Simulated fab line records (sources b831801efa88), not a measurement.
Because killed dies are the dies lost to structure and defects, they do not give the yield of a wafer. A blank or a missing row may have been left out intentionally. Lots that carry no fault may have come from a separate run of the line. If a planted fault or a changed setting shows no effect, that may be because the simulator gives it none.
Lot-split experiment | flow sky130 | 23 wafers read from 5 lots, route of 708 steps

## ON THE SPLIT
At SKY_METAL2_SPUTTER_00 (material Ti, target thk 15 nm, time 10 s), the setting power-w was moved away from the recipe's 3000 W on 9 of the 23 wafers read, by -10.4% to +9.0%. For the rest of the wafers, this setting stayed at what the recipe calls for.

The split's own step is where the reading is taken.

## THE READING
Ti_of_METAL2_SPUTTER_00.thk-nm (the simulator's own value, which no gauge read), in nm, at SKY_METAL2_SPUTTER_00 (material Ti, target thk 15 nm, time 10 s). The file does not state a usual value for it. Here, 14 wafers ran the recipe; their average is 15.02 nm with a standard deviation of 0.21 nm.

wafer  | tool, chamber at the split | power-w as run, W | against the recipe | Ti_of_METAL2_SPUTTER_00.thk-nm, nm | against lot-mates on the recipe
L079.1 | pvd-sputter-03, -          | 2688              | -10.4%             | 13.64                              | -1.54
L079.2 | pvd-sputter-03, -          | 2688              | -10.4%             | 13.76                              | -1.42
L079.3 | pvd-sputter-03, -          | 3000              | recipe             | 15.18                              | -
L079.4 | pvd-sputter-03, -          | 2688              | -10.4%             | 13.59                              | -1.59
L079.6 | pvd-sputter-03, -          | 3000              | recipe             | 15.17                              | -
L077.1 | pvd-sputter-03, -          | 3000              | recipe             | 14.91                              | -
L077.2 | pvd-sputter-03, -          | 3269              | +9.0%              | 16.51                              | +1.55
L077.3 | pvd-sputter-03, -          | 3000              | recipe             | 15.02                              | -
L077.5 | pvd-sputter-03, -          | 3269              | +9.0%              | 16.2                               | +1.23
L077.6 | pvd-sputter-03, -          | 3269              | +9.0%              | 16.41                              | +1.45
L080.1 | pvd-sputter-04, -          | 3000              | recipe             | 15.26                              | -
L080.2 | pvd-sputter-04, -          | 3000              | recipe             | 15.29                              | -
L080.4 | pvd-sputter-04, -          | 3000              | recipe             | 15.21                              | -
L080.5 | pvd-sputter-04, -          | 3000              | recipe             | 15.2                               | -
L080.6 | pvd-sputter-04, -          | 3000              | recipe             | 14.87                              | -
L084.1 | pvd-sputter-02, -          | 2733              | -8.9%              | 13.82                              | -1.20
L084.3 | pvd-sputter-02, -          | 2733              | -8.9%              | 13.39                              | -1.62
L084.4 | pvd-sputter-02, -          | 3000              | recipe             | 14.99                              | -
L084.5 | pvd-sputter-02, -          | 2733              | -8.9%              | 13.52                              | -1.50
L084.6 | pvd-sputter-02, -          | 3000              | recipe             | 15.04                              | -
L085.3 | pvd-sputter-04, -          | 3000              | recipe             | 14.53                              | -
L085.4 | pvd-sputter-04, -          | 3000              | recipe             | 14.79                              | -
L085.5 | pvd-sputter-04, -          | 3000              | recipe             | 14.79                              | -

FIT RESULTS
A straight line over all 23 wafers: Ti_of_METAL2_SPUTTER_00.thk-nm changes by +0.146 nm for each +1% of power-w; r = +0.97; the points scatter about the line by 0.21 nm.
The same after taking each lot's own level away (the mean of its wafers on the recipe; 23 wafers): +0.154 nm for each +1%; r = +0.99; scatter 0.13 nm.
That fit puts the effect of the largest move of power-w on the reading at 1.6 nm.
Across the lots, their own levels run from 14.703 to 15.175 nm, a range of 2.2 times the standard deviation given above.
The two slopes agree, so the slope changes little with the lot-to-lot level.
Check: -1.61 nm against its lot-mates is what the line predicts for one of the wafers moved furthest among these (-10.4%) when that wafer is left out of the fit. Against them it came out at -1.54 nm.

## THE OTHER SPLITS THESE WAFERS WENT THROUGH
These wafers also went through other splits before the reading. Each is held against what the fit with the lots' levels taken away leaves over:
other split on the same wafers            | wafers away from the commonest value | r with Ti_of_METAL2_SPUTTER_00.thk-nm (lot level and that fit taken away)
SKY_METAL1_SPUTTER_02 chamber-pressure-pa | 18                                   | +0.00
SKY_METAL1_DEVELOP_14 develop-time-s      | 10                                   | +0.11

## THE FILE'S OWN FIT
Ti_of_METAL2_SPUTTER_00.thk-nm changes by +0.154 nm for each +1% of power-w, r = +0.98.
